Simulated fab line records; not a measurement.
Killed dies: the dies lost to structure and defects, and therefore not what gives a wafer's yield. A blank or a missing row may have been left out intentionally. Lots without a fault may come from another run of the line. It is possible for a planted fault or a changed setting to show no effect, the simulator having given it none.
Struck lot and sound lot, side by side :: flow sky130 :: 14 steps out of a route of 708
Sound: these wafers, L180.3, L180.5, L180.6. The struck wafers were L174.3, L174.4, L174.5. The cause is given at the end.
At each step with rows: each side's tool, then ch and its chambers, then its first start. Under that, the readings that differ: sound wafers :: struck wafers :: difference of the means :: sigmas: that difference in standard deviations of wafers without a fault.
alike: same words and numbers on both sides, and readings whose means sit less than 2 such deviations apart. not compared: any withheld reading, any reading some wafer has no value for, any bound like >300 that may hide the same value, and any number with overlapping values for which the record gives no deviation.
A row with sigmas, a row that says differs or no value, or rows on one side alone: a step with any of these is where the two part. Numbers that have no deviation but don't overlap get no sigmas and don't part them. A reading missing from all wafers of one side parts the sides only when that side holds two or more wafers.

first, 5 steps without rows for these wafers: SKY_POLY_GATE_COAT_08 (resist thk 450 nm); SKY_POLY_GATE_SOFTBAKE_09 (time 90 s); SKY_POLY_GATE_EXPOSE_10 (exposes mask P1M, target cd 150 nm); SKY_POLY_GATE_PEB_11; SKY_POLY_GATE_DEVELOP_12 (develop time 60 s).
SKY_POLY_GATE_CD_MEAS_13 targets a cd of 150 nm.
  sound on cd_sem-01 at day 23 05:08; struck on cd_sem-02 at day 21 00:14
  alike: cd_nm
SKY_POLY_GATE_OVL_MEAS_14:
  sound on overlay-01 at day 23 05:14; struck on overlay-01 at day 21 00:20
  alike: POLY_GATE_OVL
SKY_POLY_GATE_ETCH_15: etches BARC in N2/H2, stops on SiO2, time 118.5 s, target depth 110 nm.
  sound on rie_diel-02 ch 0,1,3, day 23 05:15; struck on rie_diel-01 ch 1,2, day 21 00:21
  alike: drypump_motor_current_A, oes_product_au, throttle_valve_pct
  not compared: rf_hours_counter_h
SKY_POLY_GATE_ETCH_16: etches Si3N4 in CH3F/O2, stops on poly-Si, time 147.5 s, target depth 75 nm.
  sound on rie_diel-02 ch 0,1,3, day 23 05:20; struck on rie_diel-01 ch 1,2, day 21 00:26
  alike: drypump_motor_current_A, oes_product_au, throttle_valve_pct
  not compared: rf_hours_counter_h
SKY_POLY_GATE_ETCH_17: etches poly-Si in HBr/Cl2, stops on SiO2, target depth 180 nm, time 70.5 s.
  sound on rie_si-02 ch 1,2,3, day 23 05:26; struck on rie_si-01 ch 1,3, day 21 00:32
  alike: drypump_motor_current_A, oes_product_au, throttle_valve_pct
  not compared: rf_hours_counter_h
SKY_POLY_GATE_STRIP_18: strips in O2/N2.
  sound on plasma_asher-02 ch 0,1, day 23 05:31; struck on plasma_asher-02 ch 0,1, day 21 00:37
  alike: drypump_motor_current_A, oes_product_au, strip_time_to_endpoint_s
  not compared: rf_hours_counter_h
then, 1 step without rows for these wafers: SKY_POLY_GATE_CLEAN_19 (cleans in SC1/SC2, time 150 s).
SKY_POLY_GATE_OXIDATION_20: stabilise 600 s, purge 300 s, target thk 4 nm.
  struck on furnace-02, day 21 00:44; sound on furnace-02 ch 0, day 23 05:38
  no value came back on the struck wafers for ox_temp_c (C), ox_temp_c_max, spike_tc_centre_C (C), zone_power_top_pct (%); on the sound wafers ox_temp_c (C) reads 850.0 849.5 849.9
SKY_POLY_GATE_CD_MEAS_22:
  sound on cd_sem-01 at day 23 07:01; struck on cd_sem-02 at day 21 02:11
  alike: cd_nm

WHERE THEY PART
At SKY_POLY_GATE_OXIDATION_20 and nowhere else, as far as this record goes. Later steps at which nothing parts them and some readings are alike: SKY_POLY_GATE_CD_MEAS_22.

WHY: the cause the simulator had injected
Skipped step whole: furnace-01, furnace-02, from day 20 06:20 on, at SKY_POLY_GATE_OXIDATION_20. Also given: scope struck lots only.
